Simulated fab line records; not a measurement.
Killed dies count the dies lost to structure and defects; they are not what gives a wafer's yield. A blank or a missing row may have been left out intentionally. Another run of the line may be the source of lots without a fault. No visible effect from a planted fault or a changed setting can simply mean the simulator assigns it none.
Matching of chambers / flow sky130 / rieDiel-04 running SKY_VIA4_ETCH_12: 4 sister chambers
The step etches SiO2 in C4F8/O2/Ar, stops on TiN, target depth 580 nm. 4 wafers are shown with their chamber, then 8 later ones without.

## WAFERS PAIRED WITH THEIR CHAMBERS
wafer=L749.6; chamber=2; biasW (W)=1161
wafer=L751.2; chamber=1; biasW (W)=1164
wafer=L751.4; chamber=3; biasW (W)=1161
wafer=L754.1; chamber=0; biasW (W)=1162

## WAFERS WITHOUT THEIR CHAMBER
wafer=L754.2; biasW (W)=1157
wafer=L754.6; biasW (W)=1162
wafer=L753.1; biasW (W)=1166
wafer=L753.3; biasW (W)=1161
wafer=L753.6; biasW (W)=1164
wafer=L761.1; biasW (W)=1162
wafer=L761.2; biasW (W)=1163
wafer=L761.3; biasW (W)=1161

## WHICH CHAMBER EACH ONE RAN IN
wafer=L754.2; from the rows above=can't be placed: 2 or 3 or 0 or 1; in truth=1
wafer=L754.6; from the rows above=can't be placed: 0 or 2 or 3 or 1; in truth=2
wafer=L753.1; from the rows above=can't be placed: 1 or 0 or 2 or 3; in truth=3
wafer=L753.3; from the rows above=can't be placed: 2 or 3 or 0 or 1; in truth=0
wafer=L753.6; from the rows above=can't be placed: 1 or 0 or 2 or 3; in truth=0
wafer=L761.1; from the rows above=can't be placed: 0 or 2 or 3 or 1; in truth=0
wafer=L761.2; from the rows above=can't be placed: 0 or 1 or 2 or 3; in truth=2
wafer=L761.3; from the rows above=can't be placed: 2 or 3 or 0 or 1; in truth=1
Correctly placed: 0 of 8. Not placeable from these rows: 8 (in 8, the candidates include the true chamber). 0 placed wrongly.
How it was worked out, from the rows above alone: a wafer's distance from a chamber is the root of the sum, over the readings, of the square of ((its reading less the chamber's mean) divided by the reading's scatter). The wafer belongs to the nearest chamber; if the next one is less than 2 further off, it can't be placed. A chamber's mean is the mean of its shown wafers. The scatter: root of mean squared gap, hidden wafer to nearest shown wafer, with one shown wafer a chamber.
